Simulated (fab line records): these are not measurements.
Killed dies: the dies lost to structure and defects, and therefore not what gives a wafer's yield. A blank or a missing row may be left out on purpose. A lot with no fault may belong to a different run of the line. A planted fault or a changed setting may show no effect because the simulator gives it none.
fab line records | flow sky130 | part 2 of 2: steps 35 to 48 of 48
record lots=5 wafers=15 last-day=50
route steps=708 shown VT_ADJUST_LVTN@97 VT_ADJUST_NCORE@119 VT_ADJUST_HVTR@131 VT_ADJUST_PCH@143
lots with no fault: from the same line, run without faults
start-h: hours from the record's first day to the start of the lot's first wafer shown | wait-h: hours elapsed since this lot's preceding step | " repeats the value in the row above | L1.1+2: a row that stands for several wafers | - either no value or no given start | * or withheld: withheld | < > ~ a bound
route shown NAME@n: NAME is a module with steps in the file, n the number in the route of the first one | usual: the fault-free wafers' mean and standard deviation | same: alike in all rows | chamber/n: place in a boat | sites: per-site readings | _std_site: their standard deviation | _edge_site: outer sites' mean less inner sites' | radius-mm: for every site, how far away it sits from the centre of the wafer | mask NAME#n: copy n | behind: the most recent tool/chamber to have shaped the wafer | hold: reason for holding the lot/hours on hold/outcome of the hold | device: names the non-switching transistor (n, p or np) | end of line: the tests these same wafers got at the end of their route | where a step has no rows: the recipe by itself | killed: dies lost to structure and defects at the first sort, not the wafer's yield | map: shows each die of a wafer: x if killed, . if not, _ if none is there
set.NAME: the setting that was run; set.NAME@STEP: the one run at that earlier step | model.NAME: the simulator's own value behind a step, which no gauge read
certain route steps with their lots: each step a table, each wafer a row
services: the hour from which a tool's chamber was out of use, counted from the record's first day as start-h (under 0 if before that day), plus the number of hours and why
## steps
# step SKY_VT_ADJUST_HVTR_DEHYDRATE_00
# recipe temp-c=200 time-s=60
# columns lot.wafer tool chamber start-h wait-h
L078.2+3+4 litho-track-04 0 240.67 11.1
L084.3+4+6 litho-track-03 0 260.28 11.0
L090.1+4+6 litho-track-01 0 306.64 12.1
L093.1+2+4 litho-track-04 0 330.20 12.8
L096.3+4+6 litho-track-04 0 352.15 13.0
# step SKY_VT_ADJUST_HVTR_HMDS_01
# recipe prime-time-s=60 prime-temp-c=120
# columns lot.wafer tool chamber start-h wait-h
L078.2+3+4 litho-track-04 0 240.82 0.1
L084.3+4+6 litho-track-03 0 260.43 0.1
L090.1+4+6 litho-track-01 0 306.79 0.1
L093.1+2+4 litho-track-04 0 330.35 0.1
L096.3+4+6 litho-track-04 0 352.30 0.1
# step SKY_VT_ADJUST_HVTR_COAT_02
# recipe resist=NOVOLAK spin-rpm=3000 resist-thk-nm=1140
# columns lot.wafer tool chamber start-h wait-h
L078.2+3+4 litho-track-04 0 240.97 0.1
L084.3+4+6 litho-track-03 0 260.58 0.1
L090.1+4+6 litho-track-01 0 306.94 0.1
L093.1+2+4 litho-track-04 0 330.50 0.1
L096.3+4+6 litho-track-04 0 352.45 0.1
# step SKY_VT_ADJUST_HVTR_SOFTBAKE_03
# recipe temp-c=90 time-s=60 resist=NOVOLAK
# columns lot.wafer tool chamber start-h wait-h
L078.2+3+4 litho-track-04 0 241.12 0.1
L084.3+4+6 litho-track-03 0 260.73 0.1
L090.1+4+6 litho-track-01 0 307.09 0.1
L093.1+2+4 litho-track-04 0 330.65 0.1
L096.3+4+6 litho-track-04 0 352.60 0.1
# step SKY_VT_ADJUST_HVTR_EXPOSE_04
# recipe mask-id=HVTRM target-cd-nm=380 na=0.6 source-shape=conventional sigma-outer=0.6 dose-mj=150
# same na=0.6
# columns lot.wafer tool chamber start-h wait-h mask
L078.2+3+4 iline-stepper-01 0 - - HVTRM#0
L084.3+4+6 iline-stepper-02 0 - - HVTRM#0
L090.1+4+6 iline-stepper-02 0 - - HVTRM#0
L093.1+2+4 iline-stepper-02 0 - - HVTRM#0
L096.3+4+6 iline-stepper-02 0 - - HVTRM#0
# step SKY_VT_ADJUST_HVTR_PEB_05
# recipe temp-c=withheld time-s=* resist=NOVOLAK
# columns lot.wafer tool chamber start-h wait-h
L078.2+3+4 litho-track-04 0 - -
L084.3+4+6 litho-track-03 0 - -
L090.1+4+6 litho-track-03 0 - -
L093.1+2+4 litho-track-03 0 - -
L096.3+4+6 litho-track-04 0 - -
# step SKY_VT_ADJUST_HVTR_DEVELOP_06
# recipe develop-time-s=60 dev-temp-c=23
# columns lot.wafer tool chamber start-h wait-h
L078.2+3+4 litho-track-04 0 252.77 0.1
L084.3+4+6 litho-track-03 0 272.63 0.1
L090.1+4+6 litho-track-03 0 319.58 0.1
L093.1+2+4 litho-track-03 0 344.03 0.1
L096.3+4+6 litho-track-04 0 366.75 0.1
# step SKY_VT_ADJUST_HVTR_CD_MEAS_07
# recipe target-cd-nm=380
# usual cd-nm=379.5/2.1
# columns lot.wafer tool chamber start-h wait-h cd-nm
L078.2 cd-sem-01 - 252.92 0.1 376.0
L078.3 " - " " 378.9
L078.4 " - " " 377.3
L084.3 cd-sem-01 - 272.77 0.1 379.3
L084.4 " - " " 378.5
L084.6 " - " " 376.5
L090.1 cd-sem-02 - 319.73 0.1 377.1
L090.4 " - " " 380.2
L090.6 " - " " 379.0
L093.1 cd-sem-01 - 344.18 0.1 380.7
L093.2 " - " " 381.2
L093.4 " - " " 379.5
L096.3 cd-sem-02 - 366.89 0.1 381.4
L096.4 " - " " 379.0
L096.6 " - " " 379.0
# step SKY_VT_ADJUST_HVTR_OVL_MEAS_08
# usual VT_ADJUST_HVTR_OVL=-1.2/1.2
# columns lot.wafer tool chamber start-h wait-h VT_ADJUST_HVTR_OVL[nm]
L078.2 overlay-01 - 253.02 0.1 -3.1
L078.3 " - " " -0.8
L078.4 " - " " -2.8
L084.3 overlay-02 - 272.86 0.1 -0.6
L084.4 " - " " -0.9
L084.6 " - " " -3.8
L090.1 overlay-01 - 319.85 0.1 -3.3
L090.4 " - " " -1.7
L090.6 " - " " -1.9
L093.1 overlay-01 - 344.30 0.1 -1.8
L093.2 " - " " -0.7
L093.4 " - " " -2.9
L096.3 overlay-02 - 366.98 0.1 -0.6
L096.4 " - " " -1.4
L096.6 " - " " -0.6
# step SKY_VT_ADJUST_HVTR_IMPLANT_09
# recipe species=B energy-kev=10 dose-cm2=2.1e+12 tilt-deg=withheld
# same implant-ion-amu=11
# columns lot.wafer tool chamber start-h wait-h
L078.2+3+4 implanter-02 0 253.08 0.0
L084.3+4+6 implanter-01 0 272.93 0.1
L090.1+4+6 implanter-02 0 319.88 0.0
L093.1+2+4 implanter-03 0 344.33 0.0
L096.3+4+6 implanter-03 0 367.05 0.1
# step SKY_VT_ADJUST_HVTR_STRIP_10
# recipe chemistry=O2/N2 power-w=1400 pressure-mtorr=1500 platen-temp-c=withheld o2-flow-sccm=3000 n2-flow-sccm=300 overash-fraction=0.5
# usual chamber-pressure-mTorr=1499.8/1.2 drypump-motor-current-A=5.6/0.51 oes-product-au=0.715/0.0049 strip-time-to-endpoint-s=14.19/0.04
# columns lot.wafer tool chamber start-h wait-h chamber-pressure-mTorr drypump-motor-current-A oes-product-au rf-hours-counter-h strip-time-to-endpoint-s
L078.2 plasma-asher-02 0 253.20 0.1 1499.9 4.9 0.712 55 14.22
L078.3 " 0 " " 1498.2 4.8 0.721 - 14.21
L078.4 " 1 " " 1500.0 5.7 0.714 - 14.22
L084.3 plasma-asher-04 1 273.07 0.1 1498.6 5.6 0.712 - 14.14
L084.4 " 0 " " 1501.6 5.4 0.713 - 14.20
L084.6 " 1 " " 1499.7 5.6 0.714 - 14.16
L090.1 plasma-asher-01 1 320.03 0.1 1500.4 6.3 0.719 52 14.19
L090.4 " 0 " " 1501.1 6.2 0.721 - 14.12
L090.6 " 0 " " 1501.6 6.2 0.720 - 14.19
L093.1 plasma-asher-02 0 344.48 0.1 1500.2 4.9 0.720 64 14.21
L093.2 " 1 " " 1499.9 5.7 0.709 64 14.21
L093.4 " 0 " " 1497.9 4.9 0.717 - 14.21
L096.3 plasma-asher-01 1 367.19 0.1 1498.2 6.4 0.707 - 14.23
L096.4 " 0 " " 1500.0 6.2 0.716 - 14.27
L096.6 " 1 " " 1499.7 6.3 0.710 - 14.20
# step SKY_VT_ADJUST_HVTR_TW_MEAS_11
# usual VT_ADJUST_HVTR_TW=210.8/1.2
# columns lot.wafer tool chamber start-h wait-h VT_ADJUST_HVTR_TW
L078.2 film-metro-03 - 253.31 0.1 210.5
L078.3 " - " " 210.4
L078.4 " - " " 209.9
L084.3 film-metro-02 - 273.15 0.1 208.9
L084.4 " - " " 209.7
L084.6 " - " " 209.3
L090.1 film-metro-04 - 320.13 0.1 212.5
L090.4 " - " " 211.9
L090.6 " - " " 211.1
L093.1 film-metro-04 - 344.58 0.1 212.4
L093.2 " - " " 211.9
L093.4 " - " " 212.3
L096.3 film-metro-03 - 367.27 0.1 208.7
L096.4 " - " " 209.3
L096.6 " - " " 209.6
# step SKY_VT_ADJUST_PCH_DEHYDRATE_00
# recipe temp-c=200 time-s=60
# columns lot.wafer tool chamber start-h wait-h
L078.2+3+4 litho-track-02 0 264.53 11.2
L084.3+4+6 litho-track-02 0 284.41 11.2
L090.1+4+6 litho-track-02 0 332.81 12.7
L093.1+2+4 litho-track-01 0 358.09 13.5
L096.3+4+6 litho-track-01 0 380.39 13.1
# step SKY_VT_ADJUST_PCH_HMDS_01
# recipe prime-time-s=60 prime-temp-c=120
# columns lot.wafer tool chamber start-h wait-h
L078.2+3+4 litho-track-02 0 264.68 0.1
L084.3+4+6 litho-track-02 0 284.56 0.1
L090.1+4+6 litho-track-02 0 332.96 0.1
L093.1+2+4 litho-track-01 0 358.24 0.1
L096.3+4+6 litho-track-01 0 380.54 0.1
## services
# columns tool chamber start-h hours kind
plasma-asher-03 - 151.97 6.0 repair
iline-stepper-02 - 155.22 2.5 repair
iline-stepper-02 - 173.87 1.7 pm
implanter-03 - 182.22 4.0 repair
implanter-01 - 185.86 2.3 repair
implanter-01 - 189.56 1.5 repair
implanter-01 - 199.50 4.6 repair
implanter-01 - 205.82 2.4 repair
implanter-02 - 212.96 3.4 repair
implanter-03 - 235.34 3.6 pm
implanter-02 - 238.35 4.2 repair
implanter-01 - 246.41 2.1 repair
implanter-03 - 259.44 17.0 repair
implanter-04 - 261.41 3.2 pm
iline-stepper-02 - 267.66 0.6 repair
implanter-01 - 309.73 3.2 repair
plasma-asher-03 - 320.86 18.4 repair
implanter-01 - 324.21 3.2 pm
implanter-04 - 336.48 1.3 repair
plasma-asher-01 - 347.46 2.8 pm
plasma-asher-03 - 355.12 1.9 repair
plasma-asher-03 - 361.20 9.1 repair
plasma-asher-03 - 364.92 0.4 repair
implanter-04 - 377.41 3.0 repair
